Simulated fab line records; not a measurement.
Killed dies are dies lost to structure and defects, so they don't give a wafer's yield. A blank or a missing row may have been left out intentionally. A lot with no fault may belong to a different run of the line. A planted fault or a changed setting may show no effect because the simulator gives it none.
Which tool is to blame? | flow gf180mcu | Sampling: 11 lots, 33 wafers, 2 of 602 route steps

## WHAT EACH GAUGE READ, for each wafer
GF_V4_THK_MEAS_25: measures by xrf.
lot  | measured     | on            | V4_W_THK (nm)
L124 | day 24 17:14 | film_metro-03 | 335 336 334
L125 | day 24 18:53 | film_metro-03 | 343 345 343
L126 | day 25 14:49 | film_metro-01 | 355 350 347
L134 | day 27 18:52 | film_metro-01 | 343 339 346
L138 | day 28 18:12 | film_metro-03 | 340 336 343
L140 | day 29 13:17 | film_metro-01 | 356 357 356
L141 | day 30 03:16 | film_metro-01 | 354 352 348
L142 | day 30 05:07 | film_metro-02 | 340 342 338
L145 | day 30 23:37 | film_metro-02 | 336 342 343
L146 | day 31 02:07 | film_metro-02 | 337 337 335
L147 | day 31 19:58 | film_metro-01 | 340 339 341

## WHAT TOOL EACH LOT RAN ON (gives the tool, then ch and the chambers of the sampled wafers, and finally the start)
lot  | GF_M3_METAL_ETCH_16
L124 | rie_metal-03 ch 0, day 21 07:47
L125 | rie_metal-04 ch 0, day 21 15:37
L126 | rie_metal-01 ch 0,1, day 22 06:29
L134 | rie_metal-04 ch 1, day 24 22:23
L138 | rie_metal-01 ch 0,1, day 26 00:35
L140 | rie_metal-01 ch 0,1, day 26 20:26
L141 | rie_metal-01 ch 0,1, day 27 11:14
L142 | rie_metal-01 ch 0,1, day 27 13:25
L145 | rie_metal-01 ch 0,1, day 28 10:49
L146 | rie_metal-03 ch 1, day 28 11:37
L147 | rie_metal-03 ch 0,1, day 29 07:59
- GF_M3_METAL_ETCH_16: etches the open film in Cl2/BCl3, stops on SiO2, target depth 750.8 nm, time 125.1 s.

## THE ANSWER, worked out from the rows above alone
Rule: what is usual is taken from the lots themselves. The widest of any qualifying gaps counts: lots, ordered by their means at a reading, are off when they make up no more than a third of the lots, leave a main group of 4 or more, and stand apart from it by 3 or more times the standard deviation of that group's means. A main group is skipped when, at the precision printed for the reading in the tables above, its means are all equal. A lot without any number at a reading at which 4 lots or more have one is off too. Where the step has rows for the other lots, those lots are counted as sound.
None of the lots is off at any reading shown; this tells nothing.

## WHAT WAS PUT IN BY THE SIMULATOR
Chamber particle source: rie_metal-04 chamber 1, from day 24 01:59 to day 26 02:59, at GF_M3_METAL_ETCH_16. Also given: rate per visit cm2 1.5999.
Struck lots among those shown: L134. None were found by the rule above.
